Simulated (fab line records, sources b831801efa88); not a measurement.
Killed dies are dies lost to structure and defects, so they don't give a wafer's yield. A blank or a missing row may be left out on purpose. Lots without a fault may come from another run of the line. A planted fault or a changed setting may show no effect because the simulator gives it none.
Split-lot experiment | flow gf180mcu | 5 lots, 23 wafers read, on a route of 602 steps

THE SPLIT
At GF_M4_PEB_12 (peb time 90 s), the setting peb_temp_c was moved away from the recipe's 135 C on 8 of the 23 wafers read, by -2.4% to +2.5%. The other wafers ran this setting at the recipe's value.

FROM THE SPLIT TO THE READING: what the file shows between them, 1 step
- GF_M4_DEVELOP_13: develop time 60 s

THE READING
cd_nm, in nm, at GF_M4_CD_MEAS_14 (target cd 280 nm). Fault-free wafers of this fab line usually give 280.0 nm, standard deviation 1 nm.

wafer  | tool, chamber at the split | peb_temp_c as run, C | against the recipe | cd_nm, nm | against lot-mates on the recipe
L074.2 | litho_track-04, 0          | 135                  | recipe             | 279.2     | -
L074.3 | litho_track-04, 0          | 136.6                | +1.2%              | 276.8     | -2.6
L074.4 | litho_track-04, 0          | 136.6                | +1.2%              | 275.2     | -4.2
L074.5 | litho_track-04, 0          | 135                  | recipe             | 279.7     | -
L074.6 | litho_track-04, 0          | 136.6                | +1.2%              | 275.5     | -3.9
L078.1 | litho_track-02, 0          | 138.4                | +2.5%              | 271.2     | -7.6
L078.2 | litho_track-02, 0          | 135                  | recipe             | 278.8     | -
L078.4 | litho_track-02, 0          | 138.4                | +2.5%              | 271.8     | -6.9
L078.5 | litho_track-02, 0          | 135                  | recipe             | 278.7     | -
L078.6 | litho_track-02, 0          | 138.4                | +2.5%              | 270.5     | -8.2
L082.2 | litho_track-04, 0          | 135                  | recipe             | 278.0     | -
L082.3 | litho_track-04, 0          | 135                  | recipe             | 278.2     | -
L082.4 | litho_track-04, 0          | 135                  | recipe             | 279.4     | -
L084.1 | litho_track-01, 0          | 135                  | recipe             | 281.0     | -
L084.2 | litho_track-01, 0          | 135                  | recipe             | 279.5     | -
L084.3 | litho_track-01, 0          | 135                  | recipe             | 279.3     | -
L084.4 | litho_track-01, 0          | 135                  | recipe             | 281.3     | -
L084.6 | litho_track-01, 0          | 135                  | recipe             | 279.5     | -
L085.1 | litho_track-04, 0          | 135                  | recipe             | 282.0     | -
L085.3 | litho_track-04, 0          | 135                  | recipe             | 281.3     | -
L085.4 | litho_track-04, 0          | 131.8                | -2.4%              | 291.7     | +10.0
L085.5 | litho_track-04, 0          | 131.8                | -2.4%              | 292.1     | +10.4
L085.6 | litho_track-04, 0          | 135                  | recipe             | 281.9     | -

THE FIT
A straight line over all 23 wafers: cd_nm changes by -4.07 nm for each +1% of peb_temp_c; r = -0.96; the points scatter about the line by 1.4 nm.
The same after taking each lot's own level away (the mean of its wafers on the recipe; 23 wafers): -3.51 nm for each +1%; r = -0.98; scatter 0.88 nm.
On that fit, the largest move of peb_temp_c shifts the reading by 8.8 nm.
The lots' own levels span 278.53 to 281.73 nm, that is 3.2 times the standard deviation above.
So the lot-to-lot level changes the slope: the two fits differ.
Check: with one of the wafers moved furthest among these (+2.5%) left out of the fit, the line predicts -8.65 nm for it against its lot-mates. It came out at -7.55 nm against them.

OTHER SPLITS ON THESE WAFERS
These wafers also went through other splits before the reading. Each is held against what the fit with the lots' levels taken away leaves over:
other split on the same wafers | wafers away from the commonest value | r with cd_nm (lot level and that fit taken away)
GF_M3_SPUTTER_00 power_w       | 4                                    | -0.06
GF_V3_CVD_02 time_s            | 5                                    | -0.34
GF_M4_SPUTTER_02 time_s        | 4                                    | +0.10

THE FILE'S OWN FIT
cd_nm changes by -3.55 nm for each +1% of peb_temp_c, r = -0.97.
